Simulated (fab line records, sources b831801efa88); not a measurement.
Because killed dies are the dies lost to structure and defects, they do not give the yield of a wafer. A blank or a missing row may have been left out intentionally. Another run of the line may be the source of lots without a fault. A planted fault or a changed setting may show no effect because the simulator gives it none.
What tool caused it? | flow gf180mcu | 12 lots, 36 wafers sampled, at 5 steps of a route of 602

WHAT THE GAUGES READ, wafer by wafer
GF_V1_CD_MEAS_14: the cd target is 260 nm. Usual: cdNm reads 259.9 nm (standard deviation 1.5).
lot  | measured     | on       | cdNm (nm)         | flag
L905 | day 18 05:57 | cdSem-02 | 259.3 259.4 259.1 | 
L906 | day 18 23:44 | cdSem-02 | 259.6 260.4 259.8 | 
L907 | day 19 03:24 | cdSem-02 | 260.4 260.0 259.8 | 
L909 | day 19 22:44 | cdSem-01 | 256.6 257.6 257.9 | 
L911 | day 20 17:43 | cdSem-02 | 261.6 261.4 261.1 | 
L916 | day 22 12:49 | cdSem-02 | 259.5 260.7 261.1 | 
L918 | day 23 11:38 | cdSem-01 | 261.4 260.7 261.4 | 
L923 | day 25 04:05 | cdSem-02 | 242.9 242.6 242.3 | OFF
L924 | day 25 07:44 | cdSem-02 | 258.2 260.5 260.8 | 
L926 | day 26 02:21 | cdSem-02 | 243.5 244.5 244.2 | OFF
L927 | day 26 04:20 | cdSem-02 | 261.1 260.3 262.7 | 
L928 | day 26 10:21 | cdSem-02 | 259.8 259.7 259.4 | 

GF_V1_RS_MEAS_24: measurement is done with a four-point probe. Usual: for V1_W_RS the level is 0.329 ohm/sq and the standard deviation is 0.0049.
lot  | measured     | on           | V1_W_RS (ohm/sq)  | flag
L905 | day 18 07:19 | filmMetro-04 | 0.324 0.334 0.327 | 
L906 | day 19 00:46 | filmMetro-04 | 0.323 0.333 0.331 | 
L907 | day 19 04:26 | filmMetro-01 | 0.326 0.327 0.336 | 
L909 | day 19 23:48 | filmMetro-02 | 0.328 0.326 0.334 | 
L911 | day 20 18:47 | filmMetro-01 | 0.323 0.332 0.326 | 
L916 | day 22 13:51 | filmMetro-02 | 0.327 0.330 0.321 | 
L918 | day 23 12:40 | filmMetro-02 | 0.330 0.321 0.325 | 
L923 | day 25 05:07 | filmMetro-02 | 0.335 0.332 0.335 | 
L924 | day 25 08:46 | filmMetro-01 | 0.319 0.331 0.322 | 
L926 | day 26 03:23 | filmMetro-01 | 0.339 0.324 0.327 | 
L927 | day 26 05:23 | filmMetro-04 | 0.328 0.330 0.322 | 
L928 | day 26 11:23 | filmMetro-01 | 0.329 0.328 0.327 | 

GF_V1_THK_MEAS_25: measures by xrf. Usual: for V1_W_THK the level is 341 nm and the standard deviation is 5.7.
lot  | measured     | on           | V1_W_THK (nm) | flag
L905 | day 18 07:26 | filmMetro-04 | 343 333 340   | 
L906 | day 19 00:53 | filmMetro-04 | 343 332 335   | 
L907 | day 19 04:33 | filmMetro-01 | 345 345 335   | 
L909 | day 19 23:55 | filmMetro-02 | 346 347 340   | 
L911 | day 20 18:55 | filmMetro-01 | 349 337 344   | 
L916 | day 22 13:57 | filmMetro-02 | 343 342 351   | 
L918 | day 23 12:47 | filmMetro-02 | 338 351 344   | 
L923 | day 25 05:14 | filmMetro-02 | 345 351 347   | 
L924 | day 25 08:52 | filmMetro-01 | 351 337 344   | 
L926 | day 26 03:29 | filmMetro-01 | 333 347 344   | 
L927 | day 26 05:29 | filmMetro-04 | 338 335 344   | 
L928 | day 26 11:29 | filmMetro-01 | 342 341 343   | 

EACH LOT AND THE TOOL THAT RAN IT (in order: tool; ch and the chambers of the sampled wafers; start)
lot  | GF_V1_PEB_12                     | GF_V1_SPUTTER_21
L905 | lithoTrack-04 ch 0, day 18 05:37 | pvdSputter-01, day 18 07:05
L906 | lithoTrack-01 ch 0, day 18 23:23 | pvdSputter-03, day 19 00:34
L907 | lithoTrack-04 ch 0, day 19 03:04 | pvdSputter-02, day 19 04:12
L909 | lithoTrack-04 ch 0, day 19 22:23 | pvdSputter-03, day 19 23:35
L911 | lithoTrack-02 ch 0, day 20 17:22 | pvdSputter-03, day 20 18:35
L916 | lithoTrack-04 ch 0, day 22 12:29 | pvdSputter-02, day 22 13:35
L918 | lithoTrack-04 ch 0, day 23 11:17 | pvdSputter-03, day 23 12:26
L923 | lithoTrack-04 ch 0, day 25 03:44 | pvdSputter-03, day 25 04:53
L924 | lithoTrack-01 ch 0, day 25 07:26 | pvdSputter-03, day 25 08:30
L926 | lithoTrack-04 ch 0, day 26 02:01 | pvdSputter-01, day 26 03:08
L927 | lithoTrack-02 ch 0, day 26 04:00 | pvdSputter-03, day 26 05:09
L928 | lithoTrack-01 ch 0, day 26 10:01 | pvdSputter-03, day 26 11:09
- GF_V1_PEB_12: peb time 90 s.
- GF_V1_SPUTTER_21: material Ti, target thk 15 nm, time 80.02 s.

WHAT THE TOOLS THEMSELVES READ (means of the sampled wafers that have a number; where no wafer has one, the mark that the record gives instead)
GF_V1_PEB_12. Usual: chillPlateTempC 23.02 C, standard deviation 0.1; heaterPowerTotalW 85.68 W, standard deviation 0.078; plateTempC 134.98 C, standard deviation 0.14.
lot  | tool          | chillPlateTempC (C) | heaterPowerTotalW (W) | plateTempC (C) | flag
L905 | lithoTrack-04 | 22.95               | 85.67                 | 135.00         | 
L906 | lithoTrack-01 | 23.02               | 85.63                 | 135.08         | 
L907 | lithoTrack-04 | 23.18               | 85.75                 | 135.11         | 
L909 | lithoTrack-04 | 23.05               | 85.62                 | 134.95         | 
L911 | lithoTrack-02 | 23.14               | 85.59                 | 134.80         | 
L916 | lithoTrack-04 | 23.03               | 85.73                 | 134.80         | 
L918 | lithoTrack-04 | 23.01               | 85.69                 | 134.95         | 
L923 | lithoTrack-04 | 23.03               | 82.13                 | 130.65         | OFF
L924 | lithoTrack-01 | 23.08               | 85.68                 | 134.98         | 
L926 | lithoTrack-04 | 23.03               | 82.03                 | 130.64         | OFF
L927 | lithoTrack-02 | 22.97               | 85.66                 | 134.91         | 
L928 | lithoTrack-01 | 22.93               | 85.66                 | 134.98         | 

GF_V1_SPUTTER_21. Usual: cathodeDcPowerW 2500.0 W, standard deviation 0.44; chamberPressurePa 5.002 Pa, standard deviation 0.0097; substrateTempC 199.97 C, standard deviation 0.15; throttleValvePct 29.6 %, standard deviation 0.73.
lot  | tool          | cathodeDcPowerW (W) | chamberPressurePa (Pa) | substrateTempC (C) | throttleValvePct (%) | flag
L905 | pvdSputter-01 | 2500.2              | 5.000                  | 199.95             | 30.0                 | 
L906 | pvdSputter-03 | 2499.5              | 5.000                  | 199.81             | 29.7                 | 
L907 | pvdSputter-02 | 2500.1              | 5.010                  | 199.87             | 29.2                 | 
L909 | pvdSputter-03 | 2500.1              | 5.004                  | 199.96             | 29.3                 | 
L911 | pvdSputter-03 | 2499.9              | 5.007                  | 199.93             | 29.6                 | 
L916 | pvdSputter-02 | 2500.4              | 5.010                  | 200.15             | 29.4                 | 
L918 | pvdSputter-03 | 2500.2              | 5.001                  | 200.00             | 29.9                 | 
L923 | pvdSputter-03 | 2499.8              | 4.994                  | 199.98             | 29.3                 | 
L924 | pvdSputter-03 | 2500.3              | 5.009                  | 199.89             | 29.6                 | 
L926 | pvdSputter-01 | 2500.4              | 5.003                  | 200.11             | 30.0                 | 
L927 | pvdSputter-03 | 2499.7              | 5.000                  | 199.98             | 29.6                 | 
L928 | pvdSputter-03 | 2500.1              | 4.997                  | 200.07             | 29.3                 | 

THE ANSWER, worked out from the rows above alone
Rule: a lot counts as off when the mean over its wafers that have a number is more than 3 standard deviations away from the usual mean. A lot without any number at a reading at which 4 lots or more have one is off too. All remaining lots with rows at the step are treated as sound. After the gauges, taken in route order, come the tools' own readings; for these a lot's mean is taken, as printed above. The first step at which some lot is off is used, and at that step the reading that is off furthest; a lot without a number counts as furthest.
Off: L923, L926 (GF_V1_CD_MEAS_14, cdNm).
A tool fits if, at a process step before that reading, it ran every lot that is off, and no sound lot after the first of them. The gauges at GF_V1_CD_MEAS_14 aren't tried: what is off there is off at GF_V1_PEB_12 too, on other tools, and a gauge's error can't cause that. One fits: GF_V1_PEB_12 on lithoTrack-04. A fault onset in the window from L918 (day 23 11:17, its last sound lot) to L923 (day 25 03:44, its first lot off) fits.
The tool's own readings at GF_V1_PEB_12 bear it out: on the lots that are off they differ by more than 5 times the standard deviation of the sound lots' means. heaterPowerTotalW reads 82.08 W there against 85.67 W on the sound lots; plateTempC reads 130.64 C there against 134.96 C on the sound lots.

WHAT THE SIMULATOR HAD INSERTED
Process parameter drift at GF_V1_PEB_12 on lithoTrack-04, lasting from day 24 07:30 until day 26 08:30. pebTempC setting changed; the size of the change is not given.
Lots struck among those shown: L923, L926. The rule above found the same.
